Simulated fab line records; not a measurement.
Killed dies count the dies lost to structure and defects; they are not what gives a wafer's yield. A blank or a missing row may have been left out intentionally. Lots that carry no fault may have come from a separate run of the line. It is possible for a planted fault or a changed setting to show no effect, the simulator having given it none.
fab line records	flow gf180mcu
record lots=13	wafers=39	last-day=34
route steps=602 shown MIM@506 M5@533 V5@541
lots untouched by any fault: they come from a run of this same line in which no faults occurred
start-h: start of the lot's first displayed wafer, in hours after the record's first day	wait-h: hours from the lot's prior step to this one	" unchanged from the row above	L1.1+2: a row that stands for several wafers	- either no value or no given start	* or withheld: withheld	< > ~ a bound
route shown NAME@n: a module of which the file shows steps, and the number in the route of the first	usual: mean/standard deviation of fault-free wafers	same: alike in all rows	chamber/n: place in a boat	sites: the reading at each site	_std_site: their standard deviation	_edge_site: outer sites' mean less inner sites'	radius-mm: for every site, how far away it sits from the centre of the wafer	mask NAME#n: copy n	behind: the most recent tool/chamber to have shaped the wafer	hold: cause of the lot's hold/its duration in hours/its outcome	device: names the non-switching transistor (n, p or np)	end of line: at the end of the route, the tests of the same wafers	a step without rows: its recipe alone	killed: count of dies lost to structure and defects at first sort (not the wafer's yield)	map: the dies of a wafer, with x for killed, . for not killed, _ for no die there
set.NAME: the run value of the setting; set.NAME@STEP: its run value at that earlier step	model.NAME: the simulator's own value behind a step, which no gauge read
steps of the route over a sample of lots; a table a step, a row a wafer
services: from which hour (start-h, from the record's first day; less than 0 if before it) a tool's chamber was out of use, for how many hours, and why
## steps
# step GF_MIM_SPUTTER_03
# recipe material=Ti	target-thk-nm=10	substrate-temp-c=300	chamber-pressure-pa=0.3	power-w=3000	time-s=6.7
# usual cathode-dc-power-W=3000.0/0.54	throttle-valve-pct=30.7/0.59
lot.wafer	tool	chamber	start-h	wait-h	cathode-dc-power-W	throttle-valve-pct
L618.1	pvd-sputter-03	-	562.25	0.0	2999.9	30.6
L618.2	"	-	"	"	2999.6	31.0
L618.6	"	-	"	"	3000.1	30.6
L619.3	pvd-sputter-03	-	572.95	0.0	2999.8	31.1
L619.4	"	-	"	"	2999.7	31.0
L619.6	"	-	"	"	2999.7	29.5
L621.2	pvd-sputter-04	-	586.29	0.0	3000.6	31.2
L621.3	"	-	"	"	3000.5	30.9
L621.5	"	-	"	"	2999.7	30.8
L620.1	pvd-sputter-04	-	588.22	0.0	2999.2	31.2
L620.4	"	-	"	"	3001.2	31.3
L620.5	"	-	"	"	2999.9	31.4
L627.1	pvd-sputter-03	-	635.64	0.0	2999.9	29.6
L627.2	"	-	"	"	2999.5	31.1
L627.4	"	-	"	"	2999.5	31.0
L632.4	pvd-sputter-03	-	674.74	0.0	2999.3	30.3
L632.5	"	-	"	"	3000.0	31.1
L632.6	"	-	"	"	2999.8	31.1
L634.2	pvd-sputter-01	-	684.66	0.0	2999.9	29.8
L634.5	"	-	"	"	3000.2	29.6
L634.6	"	-	"	"	2999.9	30.8
L635.1	pvd-sputter-01	-	692.35	0.0	2999.7	31.9
L635.2	"	-	"	"	3000.2	30.1
L635.5	"	-	"	"	2999.8	29.8
L636.2	pvd-sputter-01	-	699.24	0.0	3000.3	31.9
L636.3	"	-	"	"	3000.7	30.0
L636.4	"	-	"	"	3000.0	29.7
L638.3	pvd-sputter-01	-	716.54	0.0	3000.4	29.7
L638.5	"	-	"	"	2999.4	30.8
L638.6	"	-	"	"	3000.8	30.4
L640.2	pvd-sputter-04	-	725.24	0.0	3000.5	31.2
L640.4	"	-	"	"	2999.8	30.9
L640.6	"	-	"	"	2999.6	31.1
L639.2	pvd-sputter-04	-	725.94	0.0	3000.2	31.2
L639.4	"	-	"	"	2999.7	31.2
L639.5	"	-	"	"	3000.0	31.0
L641.2	pvd-sputter-03	-	730.75	0.0	3000.6	31.2
L641.3	"	-	"	"	3000.7	29.8
L641.6	"	-	"	"	2999.5	30.1
# step GF_M5_CD_MEAS_07
# recipe target-cd-nm=280
# usual cd-nm=279.8/1.4
lot.wafer	tool	chamber	start-h	wait-h	cd-nm
L618.1	cd-sem-02	-	606.01	0.1	279.1
L618.2	"	-	"	"	279.8
L618.6	"	-	"	"	277.7
L619.3	cd-sem-01	-	616.17	0.1	278.2
L619.4	"	-	"	"	277.8
L619.6	"	-	"	"	277.5
L621.2	cd-sem-02	-	628.00	0.1	279.4
L621.3	"	-	"	"	278.5
L621.5	"	-	"	"	279.6
L620.1	cd-sem-02	-	630.36	0.1	281.8
L620.4	"	-	"	"	282.2
L620.5	"	-	"	"	282.8
L627.1	cd-sem-01	-	676.01	0.1	281.1
L627.2	"	-	"	"	280.2
L627.4	"	-	"	"	280.8
L632.4	cd-sem-02	-	711.95	0.1	280.4
L632.5	"	-	"	"	280.3
L632.6	"	-	"	"	280.5
L634.2	cd-sem-01	-	722.05	0.1	281.1
L634.5	"	-	"	"	281.9
L634.6	"	-	"	"	281.2
L635.1	cd-sem-02	-	728.96	0.1	279.3
L635.2	"	-	"	"	279.8
L635.5	"	-	"	"	279.7
L636.2	cd-sem-02	-	734.53	0.1	279.3
L636.3	"	-	"	"	278.8
L636.4	"	-	"	"	279.4
L638.3	cd-sem-02	-	751.48	0.1	279.8
L638.5	"	-	"	"	280.0
L638.6	"	-	"	"	279.4
L640.2	cd-sem-01	-	759.98	0.1	278.3
L640.4	"	-	"	"	276.8
L640.6	"	-	"	"	278.1
L639.2	cd-sem-01	-	760.36	0.1	282.0
L639.4	"	-	"	"	282.8
L639.5	"	-	"	"	282.8
L641.2	cd-sem-02	-	764.80	0.1	277.6
L641.3	"	-	"	"	278.6
L641.6	"	-	"	"	278.7
# step GF_M5_METAL_ETCH_10
# recipe chemistry=Cl2/BCl3	mask-material=KrF	target-depth-nm=750.8	stop-on=SiO2	pressure-mtorr=8	icp-w=800	bias-w=140	Cl2_flow_sccm=80	bcl3-flow-sccm=40	time-s=125.1
# usual drypump-motor-current-A=5.8/0.41	mfc-cl2-sccm=79.98/0.23	oes-product-au=0.993/0.0061	throttle-valve-pct=28.227/0.01
lot.wafer	tool	chamber	start-h	wait-h	drypump-motor-current-A	mfc-cl2-sccm	oes-product-au	rf-hours-counter-h	throttle-valve-pct
L618.1	rie-metal-01	1	606.19	0.0	6.3	79.90	0.988	4	28.244
L618.2	"	1	"	"	6.3	80.25	0.991	-	28.239
L618.6	"	1	"	"	6.3	79.76	0.999	-	28.223
L619.3	rie-metal-02	0	616.35	0.1	6.0	79.99	1.002	-	28.242
L619.4	"	1	"	"	5.7	79.92	0.995	-	28.230
L619.6	"	1	"	"	5.7	79.78	0.992	-	28.214
L621.2	rie-metal-01	1	628.16	0.0	6.3	79.61	0.986	6	28.236
L621.3	"	0	"	"	5.0	79.82	0.996	-	28.215
L621.5	"	0	"	"	5.0	80.00	0.990	-	28.214
L620.1	rie-metal-04	0	630.54	0.0	5.8	79.97	0.981	13	28.239
L620.4	"	0	"	"	5.8	80.09	0.984	-	28.230
L620.5	"	0	"	"	5.8	79.92	0.978	-	28.240
L627.1	rie-metal-01	1	676.19	0.0	6.3	80.07	0.996	8	28.232
L627.2	"	0	"	"	5.1	79.87	0.839	7	28.394
L627.4	"	1	"	"	6.3	79.89	0.985	-	28.225
L632.4	rie-metal-02	1	712.11	0.1	5.7	79.88	0.997	-	28.226
L632.5	"	1	"	"	5.7	79.88	0.992	-	28.236
L632.6	"	0	"	"	6.1	79.96	1.001	-	28.228
L634.2	rie-metal-02	1	722.20	0.0	5.7	80.04	0.993	5	28.227
L634.5	"	0	"	"	6.1	80.31	0.995	-	28.228
L634.6	"	1	"	"	5.7	80.15	0.995	-	28.226
L635.1	rie-metal-04	1	729.14	0.0	6.2	79.99	0.982	9	28.228
L635.2	"	0	"	"	5.8	80.13	0.980	0	28.225
L635.5	"	0	"	"	5.7	80.33	0.986	-	28.265
L636.2	rie-metal-02	0	734.69	0.0	6.1	79.71	0.993	17	28.235
L636.3	"	1	"	"	5.7	79.73	1.004	-	28.239
L636.4	"	0	"	"	6.1	79.85	0.993	-	28.228
L638.3	rie-metal-02	1	751.70	0.1	5.6	80.24	1.000	-	28.218
L638.5	"	1	"	"	5.6	80.06	1.000	-	28.222
L638.6	"	1	"	"	5.7	80.25	0.995	-	28.225
L640.2	rie-metal-01	0	760.14	0.0	5.0	80.23	0.997	11	28.227
L640.4	"	1	"	"	6.3	79.78	0.995	-	28.225
L640.6	"	1	"	"	6.3	80.25	0.996	-	28.228
L639.2	rie-metal-02	1	760.52	0.0	5.7	80.14	0.994	8	28.232
L639.4	"	0	"	"	6.1	80.05	1.001	-	28.229
L639.5	"	1	"	"	5.6	79.99	1.006	-	28.242
L641.2	rie-metal-02	1	764.95	0.0	5.7	79.78	0.995	9	28.216
L641.3	"	1	"	"	5.6	79.60	0.997	-	28.234
L641.6	"	1	"	"	5.6	79.62	0.991	-	28.220
# step GF_M5_STRIP_11
# recipe chemistry=O2/N2	power-w=1400	pressure-mtorr=1500	platen-temp-c=250	o2-flow-sccm=3000	n2-flow-sccm=300	overash-fraction=0.5
# usual drypump-motor-current-A=5.8/0.4	heater-power-w=364/48	oes-product-au=0.521/0.0053	platen-temp-c=250.01/0.19	strip-time-to-endpoint-s=6.99/0.058
lot.wafer	tool	chamber	start-h	wait-h	drypump-motor-current-A	heater-power-w	oes-product-au	platen-temp-c	rf-hours-counter-h	strip-time-to-endpoint-s
L618.1	plasma-asher-01	1	606.45	0.2	5.7	340	0.521	249.99	53	7.08
L618.2	"	0	"	"	6.2	420	0.522	250.10	53	7.00
L618.6	"	1	"	"	5.7	336	0.516	249.90	-	7.05
L619.3	plasma-asher-01	0	616.47	0.1	6.2	433	0.524	250.13	-	6.96
L619.4	"	1	"	"	5.7	333	0.506	250.03	-	6.91
L619.6	"	1	"	"	5.7	330	0.513	250.15	-	6.92
L621.2	plasma-asher-02	0	628.29	0.1	5.1	310	0.532	250.02	73	7.07
L621.3	"	0	"	"	5.1	311	0.520	250.31	-	6.89
L621.5	"	0	"	"	5.1	312	0.528	250.15	-	6.94
L620.1	plasma-asher-04	1	630.67	0.1	6.1	315	0.533	250.09	18	7.09
L620.4	"	1	"	"	6.1	313	0.523	250.17	-	7.10
L620.5	"	0	"	"	5.8	400	0.524	250.19	-	7.09
L627.1	plasma-asher-04	0	676.32	0.1	5.8	405	0.519	249.93	22	6.96
L627.2	"	1	"	"	6.2	307	0.543	250.05	22	7.73
L627.4	"	0	"	"	5.8	406	0.525	249.94	-	7.01
L632.4	plasma-asher-04	1	712.23	0.1	6.2	309	0.519	249.98	-	6.96
L632.5	"	0	"	"	5.8	399	0.522	250.19	-	7.00
L632.6	"	1	"	"	6.1	306	0.511	249.90	-	7.01
L634.2	plasma-asher-04	0	722.33	0.1	5.9	397	0.516	249.74	29	6.95
L634.5	"	0	"	"	5.8	412	0.525	249.85	-	6.99
L634.6	"	1	"	"	6.2	312	0.522	250.09	-	6.92
L635.1	plasma-asher-01	0	729.27	0.1	6.2	421	0.522	249.76	62	7.03
L635.2	"	1	"	"	5.7	335	0.530	250.08	62	7.06
L635.5	"	1	"	"	5.7	338	0.522	250.03	-	7.02
L636.2	plasma-asher-04	1	734.82	0.1	6.1	313	0.521	250.06	31	7.02
L636.3	"	0	"	"	5.9	403	0.520	250.22	-	6.96
L636.4	"	1	"	"	6.2	315	0.515	250.26	-	7.00
L638.3	plasma-asher-04	0	751.91	0.2	5.8	406	0.529	249.85	-	6.98
L638.5	"	0	"	"	5.8	414	0.528	249.86	-	6.94
L638.6	"	1	"	"	6.2	310	0.526	249.73	-	6.94
L640.2	plasma-asher-02	1	760.27	0.1	5.2	410	0.524	250.30	90	6.90
L640.4	"	0	"	"	5.1	304	0.517	249.72	-	6.95
L640.6	"	1	"	"	5.2	412	0.513	250.20	-	6.98
L639.2	plasma-asher-01	0	760.65	0.1	6.2	415	0.517	250.06	66	6.94
L639.4	"	1	"	"	5.7	340	0.519	249.95	-	6.90
L639.5	"	1	"	"	5.7	337	0.521	249.63	-	6.89
L641.2	plasma-asher-02	0	765.13	0.1	5.2	312	0.518	250.09	90	6.92
L641.3	"	1	"	"	5.2	414	0.521	250.03	-	6.98
L641.6	"	0	"	"	5.1	308	0.516	249.97	-	6.95
# step GF_V5_THK_MEAS_01
# recipe reads=SiO2_of_V5_CVD_00
# usual V5_CVD_00_THK=302/3.7
lot.wafer	tool	chamber	start-h	wait-h	V5_CVD_00_THK[nm]
L618.1	film-metro-03	-	607.03	0.0	308
L618.2	"	-	"	"	304
L618.6	"	-	"	"	305
L619.3	film-metro-04	-	617.03	0.0	303
L619.4	"	-	"	"	299
L619.6	"	-	"	"	302
L621.2	film-metro-03	-	628.87	0.0	307
L621.3	"	-	"	"	303
L621.5	"	-	"	"	304
L620.1	film-metro-04	-	631.25	0.0	299
L620.4	"	-	"	"	299
L620.5	"	-	"	"	300
L627.1	film-metro-04	-	676.89	0.0	298
L627.4	"	-	"	"	301
L632.4	film-metro-01	-	712.81	0.0	299
L632.5	"	-	"	"	306
L632.6	"	-	"	"	300
L634.2	film-metro-01	-	722.92	0.0	295
L634.5	"	-	"	"	295
L634.6	"	-	"	"	299
L635.1	film-metro-01	-	730.36	0.0	300
L635.2	"	-	"	"	299
L635.5	"	-	"	"	300
L636.2	film-metro-03	-	735.43	0.0	299
L636.3	"	-	"	"	302
L636.4	"	-	"	"	301
L638.3	film-metro-01	-	752.57	0.0	307
L638.5	"	-	"	"	303
L638.6	"	-	"	"	298
L640.2	film-metro-03	-	760.85	0.0	308
L640.4	"	-	"	"	305
L640.6	"	-	"	"	305
L639.2	film-metro-01	-	761.58	0.0	298
L639.4	"	-	"	"	299
L639.5	"	-	"	"	303
L641.2	film-metro-04	-	765.81	0.0	297
L641.3	"	-	"	"	302
L641.6	"	-	"	"	297
## services
tool	chamber	start-h	hours	kind
pvd-sputter-03	-	539.03	2.9	repair
plasma-asher-04	-	540.03	28.1	pm
pvd-sputter-01	-	549.11	15.1	repair
plasma-asher-02	-	549.54	0.4	repair
rie-metal-02	1	564.61	-	clean
rie-metal-02	1	564.61	26.5	scheduled-down
rie-metal-02	1	564.61	26.5	vent-cycle
rie-metal-01	0	577.56	44.1	repair
plasma-asher-02	-	590.57	1.1	repair
plasma-asher-02	-	612.92	2.3	repair
pvd-sputter-03	-	654.61	0.5	repair
plasma-asher-04	-	660.61	9.1	repair
pvd-sputter-04	-	666.03	2.3	repair
plasma-asher-01	-	669.50	46.9	repair
pvd-sputter-01	-	670.12	3.8	repair
plasma-asher-04	-	679.69	0.5	repair
rie-metal-01	1	688.28	6.8	repair
plasma-asher-02	-	717.12	2.8	pm
rie-metal-02	0	737.15	-	clean
rie-metal-02	0	737.15	20.3	scheduled-down
rie-metal-02	0	737.15	20.3	vent-cycle
plasma-asher-04	-	738.69	10.0	pm
pvd-sputter-03	-	753.47	1.1	repair
plasma-asher-01	-	763.44	3.1	repair
## key
first-sign step=GF_M5_METAL_ETCH_10	reading=oes-product-au	direction=down	sigmas=25	usual=0.993	struck=0.839
effect step=GF_M5_METAL_ETCH_10	reading=throttle-valve-pct	direction=up	sigmas=16	usual=28.227	struck=28.394
effect step=GF_M5_STRIP_11	reading=strip-time-to-endpoint-s	direction=up	sigmas=13	usual=*	struck=*
met-at GF_M5_METAL_ETCH_10
struck-lots L627
struck-wafers L627.2
later-rows-left-out L627.2
sort-left-out L627.2
not-acting-at GF_MIM_SPUTTER_03,GF_M5_CD_MEAS_07,GF_V5_THK_MEAS_01
onset-between 628.16 676.19
fault kind=process-parameter-drift	tool=rie-metal-01	chamber=-	onset-h=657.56	steps=GF_M5_METAL_ETCH_10	channel=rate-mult	offset=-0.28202	shape=step	end-h=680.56	scope=struck-wafers-only
# sort-left-out: the simulated sort isn't trusted on such a fault, so these wafers' sort isn't shown, and their yield isn't known
# later-rows-left-out: the simulator's readings of these wafers behind a module that went badly wrong aren't trusted and aren't shown, but for the sort
